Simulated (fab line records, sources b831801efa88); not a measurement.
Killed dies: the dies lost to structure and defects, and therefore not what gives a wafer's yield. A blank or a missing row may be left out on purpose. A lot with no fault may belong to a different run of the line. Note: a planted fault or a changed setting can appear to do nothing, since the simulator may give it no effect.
Check of tool commonality :: flow gf180mcu :: Lots sampled 15, wafers sampled 45

## REASON FOR OPENING
Of 15 lots, 3 have the reading VT_IMPLANT_3_TW flagged at GF_VT_IMPLANT_TW_MEAS_32. Fault-free wafers read 268.2, with a standard deviation of 1.6.
Rule: flag the lot when none of its wafers has a number, or when each of its wafers that has one lies beyond 4 standard deviations from that mean. The other lots count as sound.

lot: L171
measured: day 6 23:20
on: film metro-03
VT_IMPLANT_3_TW, wafer by wafer: 269.4 267.2 267.8
flag: 

lot: L174
measured: day 7 16:42
on: film metro-04
VT_IMPLANT_3_TW, wafer by wafer: 266.3 266.3 267.1
flag: 

lot: L175
measured: day 7 23:45
on: film metro-03
VT_IMPLANT_3_TW, wafer by wafer: 269.6 268.2 267.8
flag: 

lot: L176
measured: day 8 08:01
on: film metro-01
VT_IMPLANT_3_TW, wafer by wafer: 270.6 269.2 270.2
flag: 

lot: L177
measured: day 8 18:41
on: film metro-01
VT_IMPLANT_3_TW, wafer by wafer: 269.4 270.1 271.5
flag: 

lot: L178
measured: day 8 18:52
on: film metro-03
VT_IMPLANT_3_TW, wafer by wafer: 268.4 268.2 268.9
flag: 

lot: L184
measured: day 10 17:08
on: film metro-04
VT_IMPLANT_3_TW, wafer by wafer: 29.7 29.6 29.6
flag: FLAGGED

lot: L185
measured: day 10 18:44
on: film metro-04
VT_IMPLANT_3_TW, wafer by wafer: 29.6 29.7 29.6
flag: FLAGGED

lot: L186
measured: day 11 01:18
on: film metro-04
VT_IMPLANT_3_TW, wafer by wafer: 29.9 30.0 29.8
flag: FLAGGED

lot: L187
measured: day 11 10:11
on: film metro-03
VT_IMPLANT_3_TW, wafer by wafer: 270.4 268.8 269.3
flag: 

lot: L189
measured: day 11 22:20
on: film metro-01
VT_IMPLANT_3_TW, wafer by wafer: 271.4 270.0 271.1
flag: 

lot: L190
measured: day 12 04:05
on: film metro-03
VT_IMPLANT_3_TW, wafer by wafer: 268.3 268.7 270.2
flag: 

lot: L191
measured: day 12 10:39
on: film metro-04
VT_IMPLANT_3_TW, wafer by wafer: 267.3 267.0 266.6
flag: 

lot: L193
measured: day 12 23:53
on: film metro-04
VT_IMPLANT_3_TW, wafer by wafer: 265.4 267.2 266.1
flag: 

lot: L194
measured: day 13 07:51
on: film metro-03
VT_IMPLANT_3_TW, wafer by wafer: 268.3 267.8 267.2
flag: 
Averaged over the flagged lots the numbers come to 29.7, -238.5 from the usual (-99 or more standard deviations).

## WHICH TOOL EACH LOT WENT THROUGH
The record holds 2 process steps before the reading, out of a route of 602 steps. Each cell gives the tool, then ch followed by the chambers the sampled wafers passed through, then the start.
lot: L171
flag: 
GF_DNWELL_STRIP_08: plasma asher-03 ch 0,1, day 2 19:41
GF_VT_IMPLANT_IMPLANT_30: implanter-04 ch 0, day 6 23:07

lot: L174
flag: 
GF_DNWELL_STRIP_08: plasma asher-01 ch 0,1, day 3 10:46
GF_VT_IMPLANT_IMPLANT_30: implanter-02 ch 0, day 7 16:28

lot: L175
flag: 
GF_DNWELL_STRIP_08: plasma asher-02 ch 1, day 3 15:55
GF_VT_IMPLANT_IMPLANT_30: implanter-03 ch 0, day 7 23:31

lot: L176
flag: 
GF_DNWELL_STRIP_08: plasma asher-02 ch 0,1, day 3 21:58
GF_VT_IMPLANT_IMPLANT_30: implanter-02 ch 0, day 8 07:47

lot: L177
flag: 
GF_DNWELL_STRIP_08: plasma asher-01 ch 0,1, day 4 03:37
GF_VT_IMPLANT_IMPLANT_30: implanter-03 ch 0, day 8 18:26

lot: L178
flag: 
GF_DNWELL_STRIP_08: plasma asher-02 ch 1, day 4 07:23
GF_VT_IMPLANT_IMPLANT_30: implanter-02 ch 0, day 8 18:37

lot: L184
flag: FLAGGED
GF_DNWELL_STRIP_08: plasma asher-03 ch 0,1, day 5 20:38
GF_VT_IMPLANT_IMPLANT_30: implanter-03, day 10 16:53

lot: L185
flag: FLAGGED
GF_DNWELL_STRIP_08: plasma asher-02 ch 0,1, day 5 21:44
GF_VT_IMPLANT_IMPLANT_30: implanter-03, day 10 18:29

lot: L186
flag: FLAGGED
GF_DNWELL_STRIP_08: plasma asher-03 ch 0,1, day 6 03:14
GF_VT_IMPLANT_IMPLANT_30: implanter-02, day 11 01:04

lot: L187
flag: 
GF_DNWELL_STRIP_08: plasma asher-02 ch 0,1, day 6 10:25
GF_VT_IMPLANT_IMPLANT_30: implanter-04 ch 0, day 11 09:56

lot: L189
flag: 
GF_DNWELL_STRIP_08: plasma asher-02 ch 0,1, day 6 20:31
GF_VT_IMPLANT_IMPLANT_30: implanter-03 ch 0, day 11 22:05

lot: L190
flag: 
GF_DNWELL_STRIP_08: plasma asher-01 ch 0,1, day 7 00:46
GF_VT_IMPLANT_IMPLANT_30: implanter-03 ch 0, day 12 03:50

lot: L191
flag: 
GF_DNWELL_STRIP_08: plasma asher-01 ch 0,1, day 7 05:22
GF_VT_IMPLANT_IMPLANT_30: implanter-03 ch 0, day 12 10:25

lot: L193
flag: 
GF_DNWELL_STRIP_08: plasma asher-01 ch 0,1, day 7 16:28
GF_VT_IMPLANT_IMPLANT_30: implanter-02 ch 0, day 12 23:40

lot: L194
flag: 
GF_DNWELL_STRIP_08: plasma asher-02 ch 0,1, day 7 22:19
GF_VT_IMPLANT_IMPLANT_30: implanter-02 ch 0, day 13 07:37
What the steps here do:
- GF_DNWELL_STRIP_08: strips in O2/N2.
- GF_VT_IMPLANT_IMPLANT_30
- GF_VT_IMPLANT_TW_MEAS_32

## FLAGGED AGAINST TOTAL, ONE TOOL AT A TIME (gauges that did the reading follow at the end)
step: GF_DNWELL_STRIP_08
tool: plasma asher-01
lots run: 5
flagged: 0
share of the flagged lots: none
sound lots run after its first flagged lot: -

step: GF_DNWELL_STRIP_08
tool: plasma asher-02
lots run: 7
flagged: 1
share of the flagged lots: some
sound lots run after its first flagged lot: 3 (L187,L189,L194)

step: GF_DNWELL_STRIP_08
tool: plasma asher-03
lots run: 3
flagged: 2
share of the flagged lots: some
sound lots run after its first flagged lot: 0

step: GF_VT_IMPLANT_IMPLANT_30
tool: implanter-02
lots run: 6
flagged: 1
share of the flagged lots: some
sound lots run after its first flagged lot: 2 (L193,L194)

step: GF_VT_IMPLANT_IMPLANT_30
tool: implanter-03
lots run: 7
flagged: 2
share of the flagged lots: some
sound lots run after its first flagged lot: 3 (L189,L190,L191)

step: GF_VT_IMPLANT_IMPLANT_30
tool: implanter-04
lots run: 2
flagged: 0
share of the flagged lots: none
sound lots run after its first flagged lot: -

step: GF_VT_IMPLANT_TW_MEAS_32
tool: film metro-01
lots run: 3
flagged: 0
share of the flagged lots: none
sound lots run after its first flagged lot: -

step: GF_VT_IMPLANT_TW_MEAS_32
tool: film metro-03
lots run: 6
flagged: 0
share of the flagged lots: none
sound lots run after its first flagged lot: -

step: GF_VT_IMPLANT_TW_MEAS_32
tool: film metro-04
lots run: 6
flagged: 3
share of the flagged lots: all
sound lots run after its first flagged lot: 2 (L191,L193)

## THE TABLE: WHAT IT ALLOWS
In the table, 1 row covers all flagged lots: film metro-04 at GF_VT_IMPLANT_TW_MEAS_32.
- film metro-04 at GF_VT_IMPLANT_TW_MEAS_32 ran 6 lots, 3 of them flagged. Lots that were sound ran on it after the first flagged one (L191, L193); a persistent fault on the entire tool would not allow that.
Not one row of the table ran every flagged lot while running no sound lot after the first.

## WHAT THE SIMULATOR HAD INSERTED
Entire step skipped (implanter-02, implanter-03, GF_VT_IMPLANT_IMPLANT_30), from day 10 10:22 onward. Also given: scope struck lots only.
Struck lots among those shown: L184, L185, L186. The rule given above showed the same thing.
